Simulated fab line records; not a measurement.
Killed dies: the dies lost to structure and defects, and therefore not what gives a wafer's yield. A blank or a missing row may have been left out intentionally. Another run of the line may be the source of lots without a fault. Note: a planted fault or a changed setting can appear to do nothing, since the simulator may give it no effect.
fab line records	flow sky130
[record] lots = 5	wafers = 23
route steps=708 shown GATE_OXIDE@198 RES_PROTECT@208 POLY_GATE@213 LDD_N@239 LDD_P@259 LDD_HVN@270 SD_P@329
startH: hours from the record's first day to the start of the lot's first wafer shown	waitH: hours from the lot's prior step to this one	" identical to the entry in the row above	L1.1+2: a row that stands for several wafers	- no value, or no start given	* or withheld: withheld	< > ~ a bound
route shown NAME@n: NAME is a module with steps in the file, n the number in the route of the first one	usual: average and standard deviation across the fault-free wafers	same: alike in all rows	chamber/n: place in a boat	sites: readings site by site	_std_site: standard deviation of those values	_edge_site: outer sites' mean less inner sites'	radiusMm: how far each site lies from the wafer's centre	mask NAME#n: copy n	behind: the tool/chamber that last shaped the wafer	hold: why the lot was held/for how many hours/how that ended	device: which transistor (n, p or np) failed to switch	end of line: tests of these same wafers at the route's end	step lacking rows: just its recipe	killed: dies lost to structure and defects at the first sort, not the wafer's yield	map: per-die view of a wafer (x killed, . not killed, _ where there is no die)
set.NAME: the run value of the setting; set.NAME@STEP: its run value at that earlier step	model.NAME: the simulator's own value behind a step, which no gauge read
lots with deliberately changed settings; one table per step, one row per wafer
[[steps]]
[step SKY_GATE_OXIDE_IMPLANT_11]
[recipe] species = B	energyKev = 10	doseCm2 = 2.6e+12	tiltDeg = withheld
lot.wafer	tool	chamber	startH	waitH	set.doseCm2
L075.1+2+6	implanter-03	0	311.08	0.0	2.6e+12
L075.3+4	"	0	"	"	2.774e+12
L078.1+4	implanter-03	0	337.43	0.0	2.426e+12
L078.3+5+6	"	0	"	"	2.6e+12
L079.1+4	implanter-01	0	350.13	0.0	2.453e+12
L079.2+3+5	"	0	"	"	2.6e+12
L080.1+4+5	implanter-02	0	353.93	0.0	2.6e+12
L081.1+4	implanter-01	0	359.91	0.0	2.6e+12
L081.2+5+6	"	0	"	"	2.662e+12
[step SKY_GATE_OXIDE_WET_ETCH_12]
[recipe] chemistry = dHF	targetDepthNm = 16.8	dry = n2Spin	target = SiO2	dilution = 100:1	tempC = 25	timeS = 336
[step SKY_GATE_OXIDE_STRIP_13]
[recipe] chemistry = O2/N2	powerW = 1400	pressureMtorr = 1500	platenTempC = withheld	o2FlowSccm = 3000	n2FlowSccm = 300	overashFraction = 0.5
[step SKY_GATE_OXIDE_TW_MEAS_14]
[usual] GATE_OXIDE_TW = 222.9/1.7
lot.wafer	tool	chamber	startH	waitH	set.doseCm2@GATE_OXIDE_IMPLANT_11	GATE_OXIDE_TW
L075.1	filmMetro-03	-	311.43	0.1	2.6e+12	220.7
L075.2	"	-	"	"	2.6e+12	221.2
L075.3	"	-	"	"	2.774e+12	224.7
L075.4	"	-	"	"	2.774e+12	226.5
L075.6	"	-	"	"	2.6e+12	220.9
L078.1	filmMetro-04	-	337.79	0.1	2.426e+12	221.0
L078.3	"	-	"	"	2.6e+12	224.0
L078.4	"	-	"	"	2.426e+12	221.3
L078.5	"	-	"	"	2.6e+12	225.4
L078.6	"	-	"	"	2.6e+12	224.8
L079.1	filmMetro-01	-	350.48	0.1	2.453e+12	219.7
L079.2	"	-	"	"	2.6e+12	224.5
L079.3	"	-	"	"	2.6e+12	223.4
L079.4	"	-	"	"	2.453e+12	220.3
L079.5	"	-	"	"	2.6e+12	222.8
L080.1	filmMetro-01	-	354.29	0.1	2.6e+12	223.7
L080.4	"	-	"	"	2.6e+12	223.7
L080.5	"	-	"	"	2.6e+12	223.0
L081.1	filmMetro-03	-	360.27	0.1	2.6e+12	222.6
L081.2	"	-	"	"	2.662e+12	224.6
L081.4	"	-	"	"	2.6e+12	222.7
L081.5	"	-	"	"	2.662e+12	224.3
L081.6	"	-	"	"	2.662e+12	225.1
[step SKY_RES_PROTECT_COAT_02]
[recipe] resist = NOVOLAK	spinRpm = 3000	resistThkNm = 1140
lot.wafer	tool	chamber	startH	waitH	set.resistThkNm	model.NOVOLAK_of_RES_PROTECT_COAT_02.thkNm
L075.1	lithoTrack-02	0	327.52	0.1	1140	1136
L075.2	"	0	"	"	1079	1074
L075.3	"	0	"	"	1140	1137
L075.4	"	0	"	"	1140	1139
L075.6	"	0	"	"	1079	1073
L078.1+5	lithoTrack-01	0	354.09	0.1	1201	1204
L078.3	"	0	"	"	1140	1141
L078.4	"	0	"	"	1140	1143
L078.6	"	0	"	"	1140	1142
L079.1	lithoTrack-01	0	369.19	0.1	1140	1143
L079.2	"	0	"	"	1077	1080
L079.3+4	"	0	"	"	1077	1083
L079.5	"	0	"	"	1140	1146
L080.1	lithoTrack-02	0	372.22	0.1	1140	1140
L080.4	"	0	"	"	1140	1145
L080.5	"	0	"	"	1140	1141
L081.1+5	lithoTrack-03	0	378.78	0.1	1140	1135
L081.2	"	0	"	"	1179	1179
L081.4	"	0	"	"	1140	1141
L081.6	"	0	"	"	1179	1174
[step SKY_RES_PROTECT_SOFTBAKE_03]
[recipe] tempC = 90	timeS = 60	resist = NOVOLAK
[step SKY_RES_PROTECT_EXPOSE_04]
[recipe] maskId = RPM	na = 0.6	sourceShape = conventional	sigmaOuter = 0.6	polarization = unpolarized	targetCdNm = 1270	doseMj = 131
[step SKY_RES_PROTECT_DEVELOP_06]
[recipe] resist = NOVOLAK	developer = TMAH	developTimeS = 60	devTempC = 23
[step SKY_POLY_GATE_IMPLANT_02]
[recipe] species = P	energyKev = 30	doseCm2 = 7.534e+15	tiltDeg = 0
[step SKY_RES_PROTECT_STRIP_07]
[recipe] chemistry = O2/N2	powerW = 1400	pressureMtorr = 1500	platenTempC = withheld	o2FlowSccm = 3000	n2FlowSccm = 300	overashFraction = 0.5
[usual] stripTimeToEndpointS = 23.20/0.044
lot.wafer	tool	chamber	startH	waitH	set.resistThkNm@RES_PROTECT_COAT_02	stripTimeToEndpointS
L075.1	plasmaAsher-04	1	341.43	0.1	1140	23.12
L075.2	"	0	"	"	1079	22.44
L075.3	"	0	"	"	1140	23.13
L075.4	"	1	"	"	1140	23.18
L075.6	"	0	"	"	1079	22.42
L078.1	plasmaAsher-02	0	367.67	0.1	1201	23.89
L078.3	"	1	"	"	1140	23.22
L078.4	"	0	"	"	1140	23.26
L078.5	"	1	"	"	1201	23.91
L078.6	"	0	"	"	1140	23.24
L079.1	plasmaAsher-02	0	383.59	0.1	1140	23.24
L079.2	"	1	"	"	1077	22.50
L079.3	"	0	"	"	1077	22.53
L079.4	"	1	"	"	1077	22.54
L079.5	"	1	"	"	1140	23.24
L080.1	plasmaAsher-01	0	386.74	0.1	1140	23.21
L080.4	"	1	"	"	1140	23.25
L080.5	"	0	"	"	1140	23.21
L081.1	plasmaAsher-04	1	395.33	0.1	1140	23.13
L081.2	"	0	"	"	1179	23.59
L081.4	"	0	"	"	1140	23.20
L081.5	"	1	"	"	1140	23.14
L081.6	"	0	"	"	1179	23.53
[step SKY_POLY_GATE_COAT_08]
[recipe] resist = KrF-thick	spinRpm = 3000	resistThkNm = 450
lot.wafer	tool	chamber	startH	waitH	set.resistThkNm	model.KrF-thick_of_POLY_GATE_COAT_08.thkNm
L075.1	lithoTrack-01	0	-	-	450	452.7
L075.2	"	0	"	"	441.6	443.4
L075.3	"	0	"	"	441.6	443.2
L075.4	"	0	"	"	450	453.5
L075.6	"	0	"	"	450	451.2
L078.1	lithoTrack-01	0	-	-	430.5	429.4
L078.3	"	0	"	"	430.5	428.9
L078.4+5	"	0	"	"	450	451.4
L078.6	"	0	"	"	450	450.2
L079.1	lithoTrack-04	0	-	-	450	449.5
L079.2	"	0	"	"	450	451
L079.3	"	0	"	"	450	451.1
L079.4	"	0	"	"	450	450.5
L079.5	"	0	"	"	450	451.7
L080.1	lithoTrack-04	0	-	-	450	450.7
L080.4	"	0	"	"	450	450.5
L080.5	"	0	"	"	450	450.1
L081.1	lithoTrack-03	0	-	-	458.5	460.4
L081.2	"	0	"	"	458.5	458.8
L081.4	"	0	"	"	450	449.4
L081.5	"	0	"	"	450	451.7
L081.6	"	0	"	"	450	451.3
[step SKY_POLY_GATE_SOFTBAKE_09]
[recipe] tempC = 100	timeS = 90	resist = KrF-thick
[step SKY_POLY_GATE_EXPOSE_10]
[recipe] maskId = P1M	na = 0.68	sourceShape = conventional	sigmaOuter = 0.6	targetCdNm = 150	doseMj = 28
[step SKY_POLY_GATE_ETCH_15]
[recipe] chemistry = N2/H2	target = BARC	ionEnergyEv = 200	sourceW = 500	biasW = 100	pressureMtorr = 30	n2FlowSccm = 100	h2FlowSccm = 200	stopOn = SiO2	timeS = 120.4	targetDepthA = 1100
lot.wafer	tool	chamber	startH	waitH	set.resistThkNm@POLY_GATE_COAT_08	model.KrF-thick_of_POLY_GATE_COAT_08.thkNm
L075.1	rieDiel-01	0	370.73	0.0	450	345.4
L075.2	"	1	"	"	441.6	338.2
L075.3	"	2	"	"	441.6	337.5
L075.4	"	0	"	"	450	346.3
L075.6	"	2	"	"	450	345.3
L078.1	rieDiel-03	3	399.40	0.0	430.5	322.5
L078.3	"	2	"	"	430.5	322.9
L078.4	"	2	"	"	450	344.7
L078.5	"	1	"	"	450	348
L078.6	"	3	"	"	450	343.8
L079.1	rieDiel-02	3	419.15	0.0	450	343.3
L079.2+4	"	1,0	"	"	450	344.7
L079.3	"	2	"	"	450	348.9
L079.5	"	1	"	"	450	345.7
L080.1	rieDiel-03	2	420.90	0.0	450	345.2
L080.4	"	1	"	"	450	346.7
L080.5	"	3	"	"	450	342.6
L081.1	rieDiel-02	3	430.15	0.0	458.5	353.7
L081.2	"	0	"	"	458.5	352.9
L081.4	"	2	"	"	450	347.1
L081.5	"	2	"	"	450	349.2
L081.6	"	3	"	"	450	343.5
[step SKY_POLY_GATE_ETCH_17]
[recipe] targetDepthNm = 180	stopOn = SiO2	overEtchFrac = 0.56667	chemistry = HBr/Cl2	target = poly-Si	icpW = 400	biasW = 100	pressureMtorr = 10	HBr_flow_sccm = 150	Cl2_flow_sccm = 50	timeS = 70.5
lot.wafer	tool	chamber	startH	waitH	set.timeS	model.SiO2_of_SONOS_ONO_CVD_04.thkNm
L075.1	rieSi-02	3	370.91	0.0	74.29	4.078
L075.2	"	1	"	"	70.5	4.241
L075.3	"	0	"	"	70.5	4.156
L075.4	"	2	"	"	70.5	4.215
L075.6	"	3	"	"	74.29	4.089
L078.1	rieSi-02	2	399.58	0.0	70.5	4.033
L078.3	"	1	"	"	70.5	4
L078.4	"	0	"	"	70.5	4.091
L078.5	"	3	"	"	78.22	3.67
L078.6	"	0	"	"	78.22	3.748
L079.1	rieSi-01	0	419.33	0.0	70.5	4.209
L079.2	"	1	"	"	70.5	4.225
L079.3	"	2	"	"	70.5	4.386
L079.4	"	3	"	"	70.5	4.199
L079.5	"	0	"	"	70.5	4.276
L080.1	rieSi-02	3	421.08	0.0	70.5	3.989
L080.4	"	2	"	"	70.5	3.977
L080.5	"	0	"	"	70.5	4.065
L081.1	rieSi-01	3	430.33	0.0	70.5	3.907
L081.2	"	0	"	"	80.24	3.37
L081.4	"	2	"	"	70.5	3.857
L081.5	"	0	"	"	80.24	3.408
L081.6	"	3	"	"	70.5	3.861
[step SKY_LDD_N_COAT_02]
[recipe] resist = NOVOLAK	spinRpm = 3000	resistThkNm = 300
lot.wafer	tool	chamber	startH	waitH	set.spinRpm	model.NOVOLAK_of_LDD_N_COAT_02.thkNm
L075.1	lithoTrack-01	0	387.24	0.1	3000	300.6
L075.2	"	0	"	"	3000	300.7
L075.3	"	0	"	"	3000	301.3
L075.4	"	0	"	"	2812	310.5
L075.6	"	0	"	"	2812	310.7
L078.1	lithoTrack-01	0	415.99	0.1	3000	299.9
L078.3	"	0	"	"	3000	300.5
L078.4	"	0	"	"	2822	309.4
L078.5	"	0	"	"	2822	309.2
L078.6	"	0	"	"	3000	299.8
L079.1	lithoTrack-01	0	435.44	0.1	3000	300.6
L079.2	"	0	"	"	3177	292.1
L079.3	"	0	"	"	3177	292.9
L079.4	"	0	"	"	3000	301
L079.5	"	0	"	"	3000	300.3
L080.1	lithoTrack-04	0	438.69	0.1	3000	299.6
L080.4	"	0	"	"	3000	299
L080.5	"	0	"	"	3000	300.4
L081.1	lithoTrack-04	0	448.19	0.1	3000	299
L081.2+4	"	0	"	"	3000	299.1
L081.5	"	0	"	"	3000	299.6
L081.6	"	0	"	"	3000	299.5
[step SKY_LDD_N_IMPLANT_10]
[recipe] species = As	energyKev = 20	doseCm2 = 7.5e+13	tiltDeg = withheld	rotationDeg = 203
lot.wafer	tool	chamber	startH	waitH	set.energyKev	model.implant.rpNm	model.implant.drpNm
L075.1+3+6	implanter-03	0	402.58	0.1	20	16.11	7.212
L075.2+4	"	0	"	"	20.67	16.5	7.378
L078.1+5+6	implanter-01	0	432.03	0.1	20	15.75	7.212
L078.3+4	"	0	"	"	19.51	15.46	7.089
L079.1+2+4	implanter-01	0	451.46	0.1	21.01	16.56	7.463
L079.3+5	"	0	"	"	20	15.97	7.212
L080.1+4+5	implanter-04	0	454.41	0.1	20	15.32	7.212
L081.1+5+6	implanter-01	0	464.11	0.1	18.88	15.02	6.93
L081.2+4	"	0	"	"	20	15.66	7.212
[step SKY_LDD_N_IMPLANT_11]
[recipe] species = As	energyKev = 20	doseCm2 = 7.5e+13	tiltDeg = withheld	rotationDeg = 293
[step SKY_LDD_N_IMPLANT_12]
[recipe] species = BF2	energyKev = 50	doseCm2 = 5e+12	tiltDeg = 30	rotationDeg = 0
[step SKY_LDD_N_IMPLANT_14]
[recipe] species = BF2	energyKev = 50	doseCm2 = 5e+12	tiltDeg = 30	rotationDeg = 180
[step SKY_LDD_N_IMPLANT_15]
[recipe] species = BF2	energyKev = 50	doseCm2 = 5e+12	tiltDeg = 30	rotationDeg = 270
[step SKY_LDD_N_STRIP_16]
[recipe] chemistry = O2/N2	powerW = 1400	pressureMtorr = 1500	platenTempC = withheld	o2FlowSccm = 3000	n2FlowSccm = 300	overashFraction = 0.5
[usual] stripTimeToEndpointS = 4.311/0.014
lot.wafer	tool	chamber	startH	waitH	set.spinRpm@LDD_N_COAT_02	stripTimeToEndpointS
L075.1	plasmaAsher-01	1	403.48	0.1	3000	4.315
L075.2	"	0	"	"	3000	4.316
L075.3	"	1	"	"	3000	4.323
L075.4	"	0	"	"	2812	4.465
L075.6	"	1	"	"	2812	4.459
L078.1	plasmaAsher-01	0	432.93	0.1	3000	4.328
L078.3	"	0	"	"	3000	4.312
L078.4	"	1	"	"	2822	4.446
L078.5	"	1	"	"	2822	4.435
L078.6	"	0	"	"	3000	4.291
L079.1	plasmaAsher-03	1	452.36	0.1	3000	4.312
L079.2	"	0	"	"	3177	4.193
L079.3	"	0	"	"	3177	4.229
L079.4	"	1	"	"	3000	4.343
L079.5	"	0	"	"	3000	4.299
L080.1	plasmaAsher-01	0	455.31	0.1	3000	4.292
L080.4	"	0	"	"	3000	4.289
L080.5	"	1	"	"	3000	4.326
L081.1	plasmaAsher-01	0	465.01	0.1	3000	4.290
L081.2	"	1	"	"	3000	4.290
L081.4	"	1	"	"	3000	4.307
L081.5	"	1	"	"	3000	4.305
L081.6	"	0	"	"	3000	4.299
[step SKY_LDD_P_EXPOSE_04]
[recipe] maskId = PSDM	na = 0.6	sourceShape = conventional	sigmaOuter = 0.6	polarization = unpolarized	targetCdNm = 380	doseMj = 138
lot.wafer	tool	chamber	startH	waitH	mask	set.doseMj
L075.1+2+4	ilineStepper-02	0	-	-	PSDM#0	138
L075.3+6	"	0	"	"	PSDM#0	144.3
L078.1+3	ilineStepper-01	0	-	-	PSDM#0	138
L078.4+5+6	"	0	"	"	PSDM#0	143.6
L079.1+2+3	ilineStepper-01	0	-	-	PSDM#0	146
L079.4+5	"	0	"	"	PSDM#0	138
L080.1+4+5	ilineStepper-01	0	-	-	PSDM#0	138
L081.1+2+4+5+6	ilineStepper-01	0	-	-	PSDM#0	138
[step SKY_LDD_P_PEB_05]
[recipe] tempC = withheld	timeS = *	resist = NOVOLAK
[step SKY_LDD_P_DEVELOP_06]
[recipe] resist = NOVOLAK	developer = TMAH	developTimeS = 60	devTempC = 23
[step SKY_LDD_P_CD_MEAS_07]
[recipe] targetCdNm = 380
[usual] cdNm = 379.3/2.1
lot.wafer	tool	chamber	startH	waitH	set.doseMj@LDD_P_EXPOSE_04	cdNm
L075.1	cdSem-01	-	433.83	0.1	138	385.7
L075.2	"	-	"	"	138	382.8
L075.3	"	-	"	"	144.3	396.1
L075.4	"	-	"	"	138	383.1
L075.6	"	-	"	"	144.3	395.0
L078.1	cdSem-01	-	463.63	0.1	138	380.0
L078.3	"	-	"	"	138	380.1
L078.4	"	-	"	"	143.6	391.5
L078.5	"	-	"	"	143.6	391.1
L078.6	"	-	"	"	143.6	391.0
L079.1	cdSem-02	-	482.54	0.1	146	395.0
L079.2	"	-	"	"	146	395.8
L079.3	"	-	"	"	146	396.8
L079.4	"	-	"	"	138	380.0
L079.5	"	-	"	"	138	380.2
L080.1	cdSem-01	-	486.34	0.1	138	376.9
L080.4	"	-	"	"	138	376.2
L080.5	"	-	"	"	138	378.8
L081.1	cdSem-01	-	495.18	0.1	138	378.9
L081.2	"	-	"	"	138	379.1
L081.4	"	-	"	"	138	379.1
L081.5	"	-	"	"	138	378.8
L081.6	"	-	"	"	138	376.3
[step SKY_LDD_HVN_SOFTBAKE_03]
[recipe] tempC = 90	timeS = 60	resist = NOVOLAK
lot.wafer	tool	chamber	startH	waitH	set.tempC
L075.1+3	lithoTrack-03	0	449.03	0.1	90
L075.2+4+6	"	0	"	"	86.88
L078.1+4	lithoTrack-01	0	479.19	0.1	86.8
L078.3+5+6	"	0	"	"	90
L079.1+5	lithoTrack-03	0	498.23	0.1	90
L079.2+3+4	"	0	"	"	91.29
L080.1+4+5	lithoTrack-01	0	501.54	0.1	90
L081.1+2+4	lithoTrack-02	0	510.92	0.1	87.85
L081.5+6	"	0	"	"	90
[step SKY_LDD_HVN_EXPOSE_04]
[recipe] maskId = HVNTM	na = 0.6	sourceShape = conventional	sigmaOuter = 0.6	polarization = unpolarized	targetCdNm = 700	doseMj = 127
[step SKY_LDD_HVN_PEB_05]
[recipe] tempC = withheld	timeS = *	resist = NOVOLAK
[step SKY_LDD_HVN_DEVELOP_06]
[recipe] resist = NOVOLAK	developer = TMAH	developTimeS = 60	devTempC = 23
lot.wafer	tool	chamber	startH	waitH	set.tempC@LDD_HVN_SOFTBAKE_03	model.NOVOLAK_of_LDD_HVN_COAT_02.thkNm
L075.1	lithoTrack-03	0	464.43	0.1	90	304.7
L075.2	"	0	"	"	86.88	307.6
L075.3	"	0	"	"	90	305.4
L075.4	"	0	"	"	86.88	308
L075.6	"	0	"	"	86.88	307.4
L078.1	lithoTrack-02	0	494.37	0.1	86.8	307.6
L078.3	"	0	"	"	90	305.3
L078.4	"	0	"	"	86.8	308.1
L078.5	"	0	"	"	90	304.7
L078.6	"	0	"	"	90	305
L079.1	lithoTrack-01	0	512.84	0.1	90	304
L079.2	"	0	"	"	91.29	303.9
L079.3	"	0	"	"	91.29	303.8
L079.4	"	0	"	"	91.29	304.4
L079.5	"	0	"	"	90	304.6
L080.1	lithoTrack-01	0	516.74	0.1	90	304.9
L080.4	"	0	"	"	90	305
L080.5	"	0	"	"	90	305.9
L081.1	lithoTrack-03	0	525.78	0.1	87.85	306.8
L081.2	"	0	"	"	87.85	306.4
L081.4	"	0	"	"	87.85	306.7
L081.5	"	0	"	"	90	305.1
L081.6	"	0	"	"	90	304.8
[step SKY_LDD_HVN_IMPLANT_08]
[recipe] species = P	energyKev = 60	doseCm2 = 3e+13	tiltDeg = 40
lot.wafer	tool	chamber	startH	waitH	set.doseCm2
L075.1+3+4	implanter-02	0	464.61	0.0	3e+13
L075.2+6	"	0	"	"	2.775e+13
L078.1+3+5	implanter-03	0	494.56	0.0	2.874e+13
L078.4+6	"	0	"	"	3e+13
L079.1+2+3+4+5	implanter-01	0	513.03	0.0	3e+13
L080.1+4+5	implanter-02	0	516.93	0.0	3e+13
L081.1+6	implanter-02	0	525.96	0.0	3.196e+13
L081.2+4+5	"	0	"	"	3e+13
[step SKY_LDD_HVN_STRIP_09]
[recipe] chemistry = O2/N2	powerW = 1400	pressureMtorr = 1500	platenTempC = withheld	o2FlowSccm = 3000	n2FlowSccm = 300	overashFraction = 0.5
[usual] stripTimeToEndpointS = 4.208/0.011
lot.wafer	tool	chamber	startH	waitH	set.tempC@LDD_HVN_SOFTBAKE_03	stripTimeToEndpointS
L075.1	plasmaAsher-01	1	464.76	0.1	90	4.202
L075.2	"	0	"	"	86.88	4.236
L075.3	"	0	"	"	90	4.202
L075.4	"	1	"	"	86.88	4.232
L075.6	"	1	"	"	86.88	4.217
L078.1	plasmaAsher-04	1	494.71	0.1	86.8	4.268
L078.3	"	0	"	"	90	4.202
L078.4	"	1	"	"	86.8	4.243
L078.5	"	0	"	"	90	4.217
L078.6	"	1	"	"	90	4.213
L079.1	plasmaAsher-01	0	513.18	0.1	90	4.193
L079.2	"	1	"	"	91.29	4.190
L079.3	"	0	"	"	91.29	4.193
L079.4	"	1	"	"	91.29	4.200
L079.5	"	0	"	"	90	4.211
L080.1	plasmaAsher-01	0	517.08	0.1	90	4.210
L080.4	"	1	"	"	90	4.207
L080.5	"	0	"	"	90	4.211
L081.1	plasmaAsher-01	1	526.11	0.1	87.85	4.236
L081.2	"	0	"	"	87.85	4.222
L081.4	"	1	"	"	87.85	4.232
L081.5	"	0	"	"	90	4.208
L081.6	"	1	"	"	90	4.202
[step SKY_LDD_HVN_TW_MEAS_10]
[usual] LDD_HVN_TW = 1435/5.7
lot.wafer	tool	chamber	startH	waitH	set.doseCm2@LDD_HVN_IMPLANT_08	LDD_HVN_TW
L075.1	filmMetro-01	-	464.86	0.1	3e+13	1426
L075.2	"	-	"	"	2.775e+13	1404
L075.3	"	-	"	"	3e+13	1430
L075.4	"	-	"	"	3e+13	1432
L075.6	"	-	"	"	2.775e+13	1402
L078.1	filmMetro-02	-	494.81	0.1	2.874e+13	1410
L078.3	"	-	"	"	2.874e+13	1411
L078.4	"	-	"	"	3e+13	1433
L078.5	"	-	"	"	2.874e+13	1405
L078.6	"	-	"	"	3e+13	1432
L079.1	filmMetro-01	-	513.28	0.1	3e+13	1430
L079.2	"	-	"	"	3e+13	1438
L079.3	"	-	"	"	3e+13	1438
L079.4	"	-	"	"	3e+13	1434
L079.5	"	-	"	"	3e+13	1436
L080.1	filmMetro-01	-	517.18	0.1	3e+13	1440
L080.4	"	-	"	"	3e+13	1434
L080.5	"	-	"	"	3e+13	1438
L081.1	filmMetro-01	-	526.21	0.1	3.196e+13	1468
L081.2	"	-	"	"	3e+13	1440
L081.4	"	-	"	"	3e+13	1424
L081.5	"	-	"	"	3e+13	1442
L081.6	"	-	"	"	3.196e+13	1468
[step SKY_SD_P_IMPLANT_09]
[recipe] species = BF2	energyKev = 20	doseCm2 = 3e+15	tiltDeg = 0
lot.wafer	tool	chamber	startH	waitH	set.energyKev	model.implant.drpNm
L075.1+4+6	implanter-03	0	587.73	0.0	20	9.746
L075.2+3	"	0	"	"	20.45	9.899
L078.1+3+6	implanter-03	0	616.48	0.0	20	9.746
L078.4+5	"	0	"	"	20.36	9.869
L079.1+2+3+4+5	implanter-03	0	632.83	0.0	20	9.746
L080.1+4+5	implanter-03	0	636.90	0.0	20	9.746
L081.1+2+4+5+6	implanter-02	0	647.03	0.0	20	9.746
[[key]]
[split] step = SKY_GATE_OXIDE_IMPLANT_11	setting = doseCm2	stated = 2.6e+12	by = wafer
[response] step = SKY_GATE_OXIDE_TW_MEAS_14	reading = GATE_OXIDE_TW	change = +0.63	per = 1%	r = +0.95
[split] step = SKY_RES_PROTECT_COAT_02	setting = resistThkNm	stated = 1140	by = wafer
[response] step = SKY_RES_PROTECT_COAT_02	reading = model.NOVOLAK_of_RES_PROTECT_COAT_02.thkNm	change = +11.5	per = 1%	r = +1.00
[response] step = SKY_RES_PROTECT_STRIP_07	reading = stripTimeToEndpointS	change = *	per = 1%	r = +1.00
[split] step = SKY_POLY_GATE_COAT_08	setting = resistThkNm	stated = 450	by = wafer
[response] step = SKY_POLY_GATE_COAT_08	reading = model.KrF-thick_of_POLY_GATE_COAT_08.thkNm	change = +4.97	per = 1%	r = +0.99
[response] step = SKY_POLY_GATE_ETCH_15	reading = model.KrF-thick_of_POLY_GATE_COAT_08.thkNm	change = +4.89	per = 1%	r = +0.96
[split] step = SKY_POLY_GATE_ETCH_17	setting = timeS	stated = 70.5	by = wafer
[response] step = SKY_POLY_GATE_ETCH_17	reading = model.SiO2_of_SONOS_ONO_CVD_04.thkNm	change = -0.0324	per = 1%	r = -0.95
[split] step = SKY_LDD_N_COAT_02	setting = spinRpm	stated = 3000	by = wafer
[response] step = SKY_LDD_N_COAT_02	reading = model.NOVOLAK_of_LDD_N_COAT_02.thkNm	change = -1.5	per = 1%	r = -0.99
[response] step = SKY_LDD_N_STRIP_16	reading = stripTimeToEndpointS	change = *	per = 1%	r = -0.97
[split] step = SKY_LDD_N_IMPLANT_10	setting = energyKev	stated = 20	by = wafer
[response] step = SKY_LDD_N_IMPLANT_10	reading = model.implant.rpNm	change = +0.115	per = 1%	r = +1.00
[response] step = SKY_LDD_N_IMPLANT_10	reading = model.implant.drpNm	change = +0.05	per = 1%	r = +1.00
[split] step = SKY_LDD_P_EXPOSE_04	setting = doseMj	stated = 138	by = wafer
[response] step = SKY_LDD_P_CD_MEAS_07	reading = cdNm	change = +2.68	per = 1%	r = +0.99
[split] step = SKY_LDD_HVN_SOFTBAKE_03	setting = tempC	stated = 90	by = wafer
[response] step = SKY_LDD_HVN_DEVELOP_06	reading = model.NOVOLAK_of_LDD_HVN_COAT_02.thkNm	change = -0.729	per = 1%	r = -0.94
[response] step = SKY_LDD_HVN_STRIP_09	reading = stripTimeToEndpointS	change = *	per = 1%	r = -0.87
[split] step = SKY_LDD_HVN_IMPLANT_08	setting = doseCm2	stated = 3e+13	by = wafer
[response] step = SKY_LDD_HVN_TW_MEAS_10	reading = LDD_HVN_TW	change = +4.43	per = 1%	r = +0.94
[split] step = SKY_SD_P_IMPLANT_09	setting = energyKev	stated = 20	by = wafer
[response] step = SKY_SD_P_IMPLANT_09	reading = model.implant.drpNm	change = +0.0682	per = 1%	r = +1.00
